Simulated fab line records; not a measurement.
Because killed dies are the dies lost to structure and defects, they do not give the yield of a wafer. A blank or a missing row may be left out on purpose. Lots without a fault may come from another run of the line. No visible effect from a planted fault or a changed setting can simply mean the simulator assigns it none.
fab line records -- flow sky130
record: lots: 13, wafers: 39, last-day: 50
route steps=708 shown DNWELL@43 METAL5@665 PASSIVATION@682 PAD_OPEN@707
lots untouched by any fault: they come from a run of this same line in which no faults occurred
start-h: start of the lot's first displayed wafer, in hours after the record's first day -- wait-h: hours since the lot's step before -- " unchanged from the row above -- L1.1+2: a row that stands for several wafers -- - no value present, or no start provided -- * or withheld: withheld -- < > ~ a bound
route shown NAME@n: NAME is a module with steps in the file, n the number in the route of the first one -- usual: mean and standard deviation over wafers with no fault -- same: alike in all rows -- chamber/n: place in a boat -- sites: the reading at each site -- _std_site: standard deviation of those values -- _edge_site: mean of outer sites minus mean of inner sites -- radius-mm: for every site, how far away it sits from the centre of the wafer -- mask NAME#n: copy n -- behind: the tool/chamber that last shaped the wafer -- hold: why the lot was held/for how many hours/how that ended -- device: whichever transistor did not switch (one of n, p or np) -- end of line: tests of these same wafers at the route's end -- a step given without rows: its recipe and nothing more -- killed: not the wafer's yield, but the dies lost to structure and defects at the first sort -- map: per-die view of a wafer (x killed, . not killed, _ where there is no die)
set.NAME: the setting as run; set.NAME@STEP: as run at that earlier step -- model.NAME: the simulator's own value behind a step, which no gauge read
a sample of lots followed through the steps of the route, with each step as a table and each wafer as a row
services: a tool's chamber out of use, with start hour (start-h, from the record's first day; less than 0 if before it), hours out, and reason
== steps ==
step: SKY_DNWELL_STRIP_08
recipe: chemistry: O2/N2, power-w: 1400, pressure-mtorr: 1500, platen-temp-c: withheld, o2-flow-sccm: 3000, n2-flow-sccm: 300, overash-fraction: 0.5
usual: drypump-motor-current-A: 5.8/0.59, oes-product-au: 0.722/0.0052, strip-time-to-endpoint-s: 36.95/0.093
lot.wafer,tool,chamber,start-h,wait-h,drypump-motor-current-A,oes-product-au,rf-hours-counter-h,strip-time-to-endpoint-s
L256.2,plasma-asher-02,1,53.39,0.1,6.1,0.712,37,36.88
L256.4,plasma-asher-02,1,53.39,0.1,6.1,0.721,-,36.90
L256.5,plasma-asher-02,1,53.39,0.1,6.1,0.725,-,36.84
L257.1,plasma-asher-02,0,56.90,0.1,6.6,0.721,38,36.81
L257.2,plasma-asher-02,1,56.90,0.1,6.1,0.725,38,36.84
L257.4,plasma-asher-02,1,56.90,0.1,6.1,0.724,-,36.77
L259.1,plasma-asher-01,0,66.39,0.1,5.8,0.722,38,36.99
L259.3,plasma-asher-01,0,66.39,0.1,5.8,0.727,-,36.89
L259.4,plasma-asher-01,1,66.39,0.1,5.7,0.719,-,37.09
L262.1,plasma-asher-04,1,84.49,0.1,5.4,0.719,26,36.95
L262.3,plasma-asher-04,1,84.49,0.1,5.4,0.711,-,36.98
L262.5,plasma-asher-04,1,84.49,0.1,5.4,0.727,-,36.92
L263.1,plasma-asher-01,0,90.15,0.1,5.8,0.723,41,37.04
L263.5,plasma-asher-01,1,90.15,0.1,5.6,0.731,-,37.02
L263.6,plasma-asher-01,0,90.15,0.1,5.8,0.725,-,37.00
L265.1,plasma-asher-02,0,101.70,0.1,6.6,0.719,42,36.88
L265.4,plasma-asher-02,0,101.70,0.1,6.6,0.723,-,36.92
L265.5,plasma-asher-02,0,101.70,0.1,6.6,0.726,-,36.94
L266.2,plasma-asher-04,0,109.55,0.1,4.7,0.719,29,36.96
L266.3,plasma-asher-04,0,109.55,0.1,4.7,0.722,-,37.10
L266.5,plasma-asher-04,1,109.55,0.1,5.4,0.728,-,37.14
L270.1,plasma-asher-02,0,129.25,0.1,6.6,0.718,45,36.87
L270.2,plasma-asher-02,1,129.25,0.1,6.1,0.710,45,36.92
L270.4,plasma-asher-02,1,129.25,0.1,6.1,0.724,-,36.83
L271.1,plasma-asher-01,0,134.85,0.1,5.8,0.729,45,36.88
L271.2,plasma-asher-01,1,134.85,0.1,5.7,0.726,45,36.84
L271.3,plasma-asher-01,0,134.85,0.1,5.8,0.722,-,36.87
L272.2,plasma-asher-01,0,140.94,0.1,5.9,0.729,46,37.05
L272.5,plasma-asher-01,1,140.94,0.1,5.6,0.723,-,36.92
L272.6,plasma-asher-01,0,140.94,0.1,5.9,0.728,-,36.90
L276.1,plasma-asher-01,1,160.83,0.1,5.6,0.720,48,36.89
L276.3,plasma-asher-01,1,160.83,0.1,5.6,0.725,-,36.94
L276.4,plasma-asher-01,0,160.83,0.1,5.8,0.720,-,36.94
L277.2,plasma-asher-04,1,165.98,0.1,5.3,0.729,34,37.03
L277.3,plasma-asher-04,1,165.98,0.1,5.4,0.722,-,36.93
L277.6,plasma-asher-04,0,165.98,0.1,4.7,0.723,-,36.84
L279.1,plasma-asher-04,1,179.84,0.1,5.4,0.726,36,36.87
L279.3,plasma-asher-04,1,179.84,0.1,5.4,0.722,-,36.85
L279.4,plasma-asher-04,0,179.84,0.1,4.8,0.725,-,36.88
step: SKY_METAL5_SPUTTER_04
recipe: material: TiN, target-thk-nm: 70, power-w: 6500, time-s: 58.3, chamber-pressure-pa: 0.4
usual: chamber-pressure-pa: 0.4000/0.00083, throttle-valve-pct: 30.1/0.89
lot.wafer,tool,chamber,start-h,wait-h,chamber-pressure-pa,throttle-valve-pct
L256.2,pvd-sputter-03,-,1006.78,0.0,0.4004,30.4
L256.4,pvd-sputter-03,-,1006.78,0.0,0.3992,29.7
L256.5,pvd-sputter-03,-,1006.78,0.0,0.4004,30.1
L257.1,pvd-sputter-02,-,1015.35,0.0,0.3977,28.8
L257.2,pvd-sputter-02,-,1015.35,0.0,0.3994,31.5
L257.4,pvd-sputter-02,-,1015.35,0.0,0.3991,31.2
L259.1,pvd-sputter-03,-,1026.18,0.0,0.3995,29.4
L259.3,pvd-sputter-03,-,1026.18,0.0,0.3988,30.9
L259.4,pvd-sputter-03,-,1026.18,0.0,0.3995,29.7
L262.1,pvd-sputter-01,-,1049.04,0.0,0.3983,30.9
L262.3,pvd-sputter-01,-,1049.04,0.0,0.3987,28.4
L262.5,pvd-sputter-01,-,1049.04,0.0,0.3987,28.4
L263.1,pvd-sputter-03,-,1053.91,0.0,0.4004,31.2
L263.5,pvd-sputter-03,-,1053.91,0.0,0.4003,29.9
L263.6,pvd-sputter-03,-,1053.91,0.0,0.3992,30.0
L265.1,pvd-sputter-03,-,1073.46,0.0,0.3988,30.3
L265.4,pvd-sputter-03,-,1073.46,0.0,0.3994,29.9
L265.5,pvd-sputter-03,-,1073.46,0.0,0.4008,31.1
L266.2,pvd-sputter-03,-,1079.54,0.0,0.4005,29.8
L266.3,pvd-sputter-03,-,1079.54,0.0,0.4021,31.0
L266.5,pvd-sputter-03,-,1079.54,0.0,0.3997,31.1
L270.1,pvd-sputter-03,-,1097.65,0.0,0.3997,30.2
L270.2,pvd-sputter-03,-,1097.65,0.0,0.3996,29.9
L270.4,pvd-sputter-03,-,1097.65,0.0,0.3994,30.9
L271.1,pvd-sputter-02,-,1104.66,0.0,0.4013,29.8
L271.2,pvd-sputter-02,-,1104.66,0.0,0.4001,29.1
L271.3,pvd-sputter-02,-,1104.66,0.0,0.3992,31.3
L272.2,pvd-sputter-03,-,1110.87,0.0,0.3997,29.8
L272.5,pvd-sputter-03,-,1110.87,0.0,0.4002,31.0
L272.6,pvd-sputter-03,-,1110.87,0.0,0.4005,30.5
L276.1,pvd-sputter-02,-,1126.81,0.0,0.4005,31.5
L276.3,pvd-sputter-02,-,1126.81,0.0,0.3998,28.9
L276.4,pvd-sputter-02,-,1126.81,0.0,0.4000,31.3
L277.2,pvd-sputter-01,-,1139.46,0.0,0.3998,28.5
L277.3,pvd-sputter-01,-,1139.46,0.0,0.3995,29.1
L277.6,pvd-sputter-01,-,1139.46,0.0,0.3973,30.9
L279.1,pvd-sputter-01,-,1151.00,0.0,0.3999,28.7
L279.3,pvd-sputter-01,-,1151.00,0.0,0.4014,29.1
L279.4,pvd-sputter-01,-,1151.00,0.0,0.4009,30.9
step: SKY_PASSIVATION_THK_MEAS_01
recipe: reads: SiO2_of_PASSIVATION_CVD_00
usual: PASSIVATION_CVD_00_THK: 90.4/1.4
lot.wafer,tool,chamber,start-h,wait-h,PASSIVATION_CVD_00_THK[nm]
L256.2,film-metro-01,-,1030.49,-,91.1
L256.4,film-metro-01,-,1030.49,-,92.6
L256.5,film-metro-01,-,1030.49,-,93.0
L257.1,film-metro-01,-,1038.22,-,88.4
L257.2,film-metro-01,-,1038.22,-,89.1
L257.4,film-metro-01,-,1038.22,-,91.7
L259.1,film-metro-01,-,1049.02,-,89.2
L259.3,film-metro-01,-,1049.02,-,87.6
L259.4,film-metro-01,-,1049.02,-,89.7
L262.1,film-metro-03,-,1072.41,-,88.4
L262.3,film-metro-03,-,1072.41,-,88.3
L262.5,film-metro-03,-,1072.41,-,89.1
L263.1,film-metro-01,-,1076.93,-,90.4
L263.5,film-metro-01,-,1076.93,-,93.0
L263.6,film-metro-01,-,1076.93,-,91.9
L265.1,film-metro-03,-,1094.52,-,90.5
L265.4,film-metro-03,-,1094.52,-,91.9
L265.5,film-metro-03,-,1094.52,-,92.1
L266.2,film-metro-02,-,1101.13,-,89.3
L266.3,film-metro-02,-,1101.13,-,88.1
L266.5,film-metro-02,-,1101.13,-,89.8
L270.1,film-metro-01,-,1118.18,-,89.6
L270.2,film-metro-01,-,1118.18,-,88.1
L270.4,film-metro-01,-,1118.18,-,90.5
L271.1,film-metro-03,-,1125.60,-,91.0
L271.2,film-metro-03,-,1125.60,-,90.0
L271.3,film-metro-03,-,1125.60,-,90.9
L272.2,film-metro-01,-,1131.08,-,90.7
L272.5,film-metro-01,-,1131.08,-,92.5
L272.6,film-metro-01,-,1131.08,-,93.1
L276.1,film-metro-01,-,1147.29,-,88.7
L276.3,film-metro-01,-,1147.29,-,90.9
L276.4,film-metro-01,-,1147.29,-,91.8
L277.2,film-metro-02,-,1158.62,-,89.5
L277.3,film-metro-02,-,1158.62,-,89.6
L277.6,film-metro-02,-,1158.62,-,90.8
L279.1,film-metro-03,-,1169.47,-,88.5
L279.3,film-metro-03,-,1169.47,-,89.8
L279.4,film-metro-03,-,1169.47,-,91.3
step: SKY_PAD_OPEN_BOW_MEAS_13
recipe: mode: bow
usual: PAD_OPEN_BOW: 45/7.4
lot.wafer,tool,chamber,start-h,wait-h,PAD_OPEN_BOW[um]
L256.2,film-metro-04,-,1077.89,-,46
L256.4,film-metro-04,-,1077.89,-,59
L256.5,film-metro-04,-,1077.89,-,49
L257.1,film-metro-03,-,1084.68,-,38
L257.2,film-metro-03,-,1084.68,-,33
L257.4,film-metro-03,-,1084.68,-,42
L259.1,film-metro-04,-,1095.02,-,33
L259.3,film-metro-04,-,1095.02,-,38
L259.4,film-metro-04,-,1095.02,-,45
L262.1,film-metro-04,-,1116.22,-,45
L262.3,film-metro-04,-,1116.22,-,47
L262.5,film-metro-04,-,1116.22,-,56
L263.1,film-metro-03,-,1120.18,-,44
L263.5,film-metro-03,-,1120.18,-,43
L263.6,film-metro-03,-,1120.18,-,36
L265.1,film-metro-04,-,1135.70,-,40
L265.4,film-metro-04,-,1135.70,-,48
L265.5,film-metro-04,-,1135.70,-,53
L266.2,film-metro-04,-,1141.81,-,51
L266.3,film-metro-04,-,1141.81,-,40
L266.5,film-metro-04,-,1141.81,-,44
L270.1,film-metro-03,-,1158.33,-,47
L270.2,film-metro-03,-,1158.33,-,50
L270.4,film-metro-03,-,1158.33,-,35
L271.1,film-metro-03,-,1165.28,-,65
L271.2,film-metro-03,-,1165.28,-,48
L271.3,film-metro-03,-,1165.28,-,59
L272.2,film-metro-04,-,1169.35,-,35
L272.5,film-metro-04,-,1169.35,-,49
L272.6,film-metro-04,-,1169.35,-,45
L276.1,film-metro-01,-,1184.43,-,53
L276.3,film-metro-01,-,1184.43,-,43
L276.4,film-metro-01,-,1184.43,-,49
L277.2,film-metro-04,-,1193.61,-,46
L277.3,film-metro-04,-,1193.61,-,56
L277.6,film-metro-04,-,1193.61,-,47
L279.1,film-metro-01,-,1203.74,-,42
L279.3,film-metro-01,-,1203.74,-,33
L279.4,film-metro-01,-,1203.74,-,40
step: SKY_PAD_OPEN_PROBE_99
usual: killed_at_M0_to_M3: 42/7.6, killed_at_M4_up: 2.9/1.7, killed-at-contacts: 24/5.1, killed-at-front-end: 15/4, killed-at-other: 0.2/0.38, killed-dies: 84/9.9, killed-open: 46/7.2, killed-short: 38/6.6
same: gross-dies: 492, killed-at-back-side: 0
lot.wafer,tool,chamber,start-h,wait-h,killed_at_M0_to_M3,killed_at_M4_up,killed-at-contacts,killed-at-front-end,killed-at-other,killed-dies,killed-open,killed-short
L272.2,prober-02,-,1169.50,0.1,44,5,27,69,0,145,43,41
L272.5,prober-02,-,1169.65,0.2,35,3,22,80,1,141,45,28
L272.6,prober-02,-,1169.70,0.2,29,5,22,78,0,134,36,34
L276.1,prober-02,-,1184.55,0.1,40,0,30,77,1,148,39,43
L276.3,prober-02,-,1184.65,0.2,31,1,21,76,0,129,38,27
L276.4,prober-02,-,1184.70,0.2,46,4,28,73,1,152,56,37
killed by level:class
L272.2 DNWELL:unspecified=61 VIA1:geometric-particle:open=12 CONTACT:geometric-particle:open=10 LI_CONTACT:geometric-particle:open=7 VIA1:geometric-particle:short=6 VIA3:geometric-particle:open=5 CONTACT:geometric-particle:short=5 VIA3:geometric-particle:short=5
L272.5 DNWELL:unspecified=68 VIA1:geometric-particle:open=14 CONTACT:geometric-particle:open=7 LI_CONTACT:geometric-particle:open=6 VIA3:geometric-particle:open=6 CONTACT:geometric-particle:short=5 VIA1:geometric-particle:short=4 POLY_GATE:geometric-particle:short=3
L272.6 DNWELL:unspecified=64 CONTACT:geometric-particle:open=8 VIA1:geometric-particle:open=8 LI_CONTACT:geometric-particle:open=6 CONTACT:geometric-particle:short=6 POLY_GATE:geometric-particle:short=5 FIELD_ISO:geometric-particle:open=4 VIA1:geometric-particle:short=4
L276.1 DNWELL:unspecified=66 CONTACT:geometric-particle:open=12 LI_CONTACT:geometric-particle:open=7 METAL2:geometric-particle:short=7 METAL1:geometric-particle:short=7 VIA1:geometric-particle:open=7 LI_CONTACT:geometric-particle:short=6 POLY_GATE:geometric-particle:short=4
L276.3 DNWELL:unspecified=64 CONTACT:geometric-particle:open=10 VIA2:geometric-particle:open=8 VIA1:geometric-particle:open=7 VIA1:geometric-particle:short=5 LI_CONTACT:geometric-particle:open=4 CONTACT:geometric-particle:short=4 METAL1:geometric-particle:short=4
L276.4 DNWELL:unspecified=59 VIA1:geometric-particle:open=11 LI_CONTACT:geometric-particle:open=10 CONTACT:geometric-particle:open=8 VIA3:geometric-particle:open=8 LOCAL_INTERCONNECT:geometric-particle:short=6 METAL2:geometric-particle:short=5 FIELD_ISO:geometric-particle:open=5
== services ==
tool,chamber,start-h,hours,kind
plasma-asher-04,-,37.33,2.8,pm
plasma-asher-01,-,127.37,2.8,pm
plasma-asher-01,-,178.17,14.6,pm
plasma-asher-02,-,213.26,2.0,repair
plasma-asher-01,-,245.51,0.6,repair
pvd-sputter-03,-,368.42,3.8,repair
pvd-sputter-03,-,479.02,5.9,repair
plasma-asher-01,-,484.61,20.1,repair
plasma-asher-01,-,501.51,0.4,repair
plasma-asher-01,-,517.17,1.8,repair
pvd-sputter-03,-,532.88,1.4,repair
pvd-sputter-03,-,571.03,1.1,repair
pvd-sputter-03,-,587.27,2.6,repair
pvd-sputter-03,-,639.53,21.8,repair
plasma-asher-01,-,733.75,9.0,pm
plasma-asher-01,-,850.24,3.6,repair
pvd-sputter-03,-,879.41,2.4,repair
plasma-asher-01,-,886.70,4.5,repair
pvd-sputter-03,-,914.68,2.8,repair
pvd-sputter-03,-,917.05,0.6,repair
pvd-sputter-03,-,985.56,0.9,repair
plasma-asher-01,-,1064.87,1.6,repair
plasma-asher-01,-,1112.17,6.4,repair
pvd-sputter-03,-,1116.04,1.3,repair
== key ==
first-sign: step: SKY_PAD_OPEN_PROBE_99, reading: killed-at-front-end, direction: up, sigmas: 15, usual: 15, struck: 76
effect: step: SKY_PAD_OPEN_PROBE_99, reading: killed-dies, direction: up, sigmas: 5.8, usual: 84, struck: 142
met-at SKY_DNWELL_STRIP_08
struck-lots L272,L276
tester-left-out L272,L276
not-acting-at SKY_METAL5_SPUTTER_04,SKY_PASSIVATION_THK_MEAS_01,SKY_PAD_OPEN_BOW_MEAS_13
onset-between 134.85 140.94
fault: kind: chamber-particle-source, tool: plasma-asher-01, chamber: -, onset-h: 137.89, steps: SKY_DNWELL_STRIP_08, rate-per-visit-cm2: 1.7297, end-h: 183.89
tester-left-out: of these lots the tester's yield and bins aren't shown, on N5 and GAA mostly nor the transistor test; their killed dies are dies lost to structure and defects alone, not to doping, threshold or leakage, so they don't give the yield
